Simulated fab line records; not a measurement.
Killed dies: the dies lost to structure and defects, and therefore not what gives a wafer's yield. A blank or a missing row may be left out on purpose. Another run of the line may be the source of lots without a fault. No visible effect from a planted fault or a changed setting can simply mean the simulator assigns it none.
Struck lot and sound lot, side by side | flow sky130 | 15 out of 708 route steps
Sound: wafers L185.3, L185.4, L185.5. Wafers L188.1, L188.2, L188.4 were the ones struck. The cause comes at the end.
Per side, at each step with rows, come the tool, then ch with its chambers, and then its first start. Under that, the readings that differ: sound wafers | struck wafers | difference of the means | sigmas: that difference in standard deviations of wafers without a fault.
alike: a reading whose means differ by less than 2 such deviations, as well as words and numbers matching on both sides. not compared: withheld readings; readings where some wafer has no value; bounds like >300 that might hide an equal value; numbers whose values overlap and for which the record gives no deviation.
A row with sigmas, a row that says differs or no value, or rows on one side alone: a step with any of these is where the two part. Numbers that don't overlap but have no deviation are shown without sigmas and don't part them. A reading missing from all wafers of one side parts the sides only when that side holds two or more wafers.

first, 3 steps without rows for these wafers: SKY_VIA2_EXPOSE_09 (exposes mask VIM2, target cd 200 nm); SKY_VIA2_PEB_10; SKY_VIA2_DEVELOP_11 (develop time 60 s).
SKY_VIA2_CD_MEAS_12 targets a cd of 200 nm.
  sound on cd_sem-02 at day 36 07:17; struck on cd_sem-01 at day 37 11:21
  reading    | sound             | struck            | difference | sigmas
  cd_nm (nm) | 196.0 197.8 197.0 | 201.7 202.7 201.9 | +5.2       | +3
SKY_VIA2_OVL_MEAS_13:
  sound on overlay-02 at day 36 07:22; struck on overlay-02 at day 37 11:28
  alike: VIA2_OVL
SKY_VIA2_ETCH_14: etches BARC in N2/H2, stops on SiO2, time 45.9 s, target depth 60 nm.
  sound on rie_diel-02 ch 0,2, day 36 07:24; struck on rie_diel-02 ch 2,3, day 37 11:30
  alike: drypump_motor_current_A, h2_flow_sccm, oes_product_au, throttle_valve_pct
  not compared: rf_hours_counter_h
SKY_VIA2_ETCH_15: etches SiO2 in C4F8/O2/Ar, stops on TiN, target depth 546 nm, time 84 s.
  sound on rie_diel-02 ch 0,2, day 36 07:26; struck on rie_diel-02 ch 2,3, day 37 11:34
  alike: oes_product_au
SKY_VIA2_STRIP_16: strips in O2/N2.
  sound on plasma_asher-03 ch 0,1, day 36 07:32; struck on plasma_asher-02 ch 0,1, day 37 11:40
  alike: drypump_motor_current_A, oes_product_au, strip_time_to_endpoint_s
  not compared: rf_hours_counter_h
then, 3 steps without rows for these wafers: SKY_VIA2_STRIP_17 (strips in post etch residue remover, time 1200 s); SKY_VIA2_CLEAN_18 (cleans in IPA, time 180 s); SKY_VIA2_CLEAN_19 (cleans in O3/DIW).
SKY_VIA2_SPUTTER_20: material TiN, target thk 20 nm, time 80 s.
  sound on pvd_sputter-03 at day 36 08:06; struck on pvd_sputter-04 at day 37 12:17
  alike: throttle_valve_pct
SKY_VIA2_CVD_21: deposits W, target thk 420 nm, time 126.4 s.
  sound on cvd_w-02 ch 0,1, day 36 08:12; struck on cvd_w-02 ch 0,1, day 37 12:21
  reading                            | sound             | struck            | difference | sigmas
  model.W_of_VIA2_CVD_21.thk_nm (nm) | 415.5 411.3 409.7 | 122.4 118.8 120.1 | -291.7     |
  alike: heater_power_w
SKY_VIA2_RS_MEAS_22: a four-point-probe measurement.
  sound on film_metro-02 at day 36 08:20; struck on film_metro-02 at day 37 12:46
  reading            | sound                | struck               | difference | sigmas
  VIA2_W_RS (ohm/sq) | 0.2758 0.2784 0.2803 | 0.9585 0.9873 0.9778 | +0.6964    | +99 or more
  not compared: hold
SKY_PAD_OPEN_PROBE_99:
  the record has rows for the sound wafers here (prober-02, day 45 20:19) and none for the struck ones

WHERE THEY PART
First at SKY_VIA2_CD_MEAS_12; last, within this record, at SKY_PAD_OPEN_PROBE_99.

WHY: whatever the simulator had introduced
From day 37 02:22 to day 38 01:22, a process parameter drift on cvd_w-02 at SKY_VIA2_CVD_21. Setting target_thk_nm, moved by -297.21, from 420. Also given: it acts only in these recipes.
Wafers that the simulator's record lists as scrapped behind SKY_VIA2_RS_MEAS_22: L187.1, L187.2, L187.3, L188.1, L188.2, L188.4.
